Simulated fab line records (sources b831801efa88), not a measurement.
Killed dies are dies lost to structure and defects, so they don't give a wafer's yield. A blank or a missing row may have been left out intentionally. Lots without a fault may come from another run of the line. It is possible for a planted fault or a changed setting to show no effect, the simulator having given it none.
A single fault, viewed from 2 desks || flow sky130 || each desk holds nothing but its own numbers, with what lay behind them at the end

== FROM THE METROLOGY DESK ==
Lot by lot, what the gauges showed, no matter which tool ran the lot: averages of those sampled wafers that carry a number. The brackets show how far a lot's mean lies from the usual mean; more than 4 standard deviations puts the lot out of limits, marked OUT.
Columns: A = METAL4_OVL at SKY_METAL4_OVL_MEAS_14, usual 1 nm
{"lot": "L982", "first seen here": "day 42 09:44", "A": 6}
{"lot": "L983", "first seen here": "day 42 10:53", "A": 9}
{"lot": "L984", "first seen here": "day 42 13:35", "A": 4}
{"lot": "L985", "first seen here": "day 42 15:50", "A": 4}
{"lot": "L986", "first seen here": "day 43 12:49", "A": 5}
{"lot": "L988", "first seen here": "day 43 17:03", "A": 5}
{"lot": "L989", "first seen here": "day 43 23:18", "A": 10}
{"lot": "L990", "first seen here": "day 44 09:31", "A": 0}
{"lot": "L991", "first seen here": "day 44 17:26", "A": 3}
{"lot": "L992", "first seen here": "day 45 04:28", "A": -5}
{"lot": "L996", "first seen here": "day 45 19:28", "A": 3}
{"lot": "L104", "first seen here": "day 47 19:35", "A": -3}
Finding of this desk: none of the 12 lots has anything out of limits.

== TOOL OWNER'S DESK, pvd-sputter-04 ==
At SKY_VIA3_SPUTTER_20 (material TiN, target thk 20 nm, time 80 s) the tool's own readings: per lot run on this tool, the mean of the sampled wafers that have a number. The brackets show how far a lot's mean lies from the usual mean; more than 4 standard deviations puts the lot out of limits, marked OUT.
Columns: A = cathode-dc-power-W at SKY_VIA3_SPUTTER_20, usual 4000.0 W; B = throttle-valve-pct at SKY_VIA3_SPUTTER_20, usual 30.7 %
{"lot": "L984", "first seen here": "day 40 12:25", "A": 3999.7, "B": 31.4}
{"lot": "L986", "first seen here": "day 41 12:32", "A": 3999.7, "B": 30.9}
{"lot": "L988", "first seen here": "day 41 17:31", "A": 4000.0, "B": 30.8}
{"lot": "L989", "first seen here": "day 42 00:49", "A": 3999.2, "B": 30.6}
{"lot": "L990", "first seen here": "day 42 10:17", "A": 3999.8, "B": 30.8}
{"lot": "L992", "first seen here": "day 43 06:25", "A": 4000.0, "B": 31.5}
Finding of this desk: none of the 6 lots has anything out of limits.

== TAKEN TOGETHER ==
Metrology desk: nothing out of limits seen.
The tool owner's desk saw nothing out of limits.

== WHAT THE SIMULATOR HAD INSERTED ==
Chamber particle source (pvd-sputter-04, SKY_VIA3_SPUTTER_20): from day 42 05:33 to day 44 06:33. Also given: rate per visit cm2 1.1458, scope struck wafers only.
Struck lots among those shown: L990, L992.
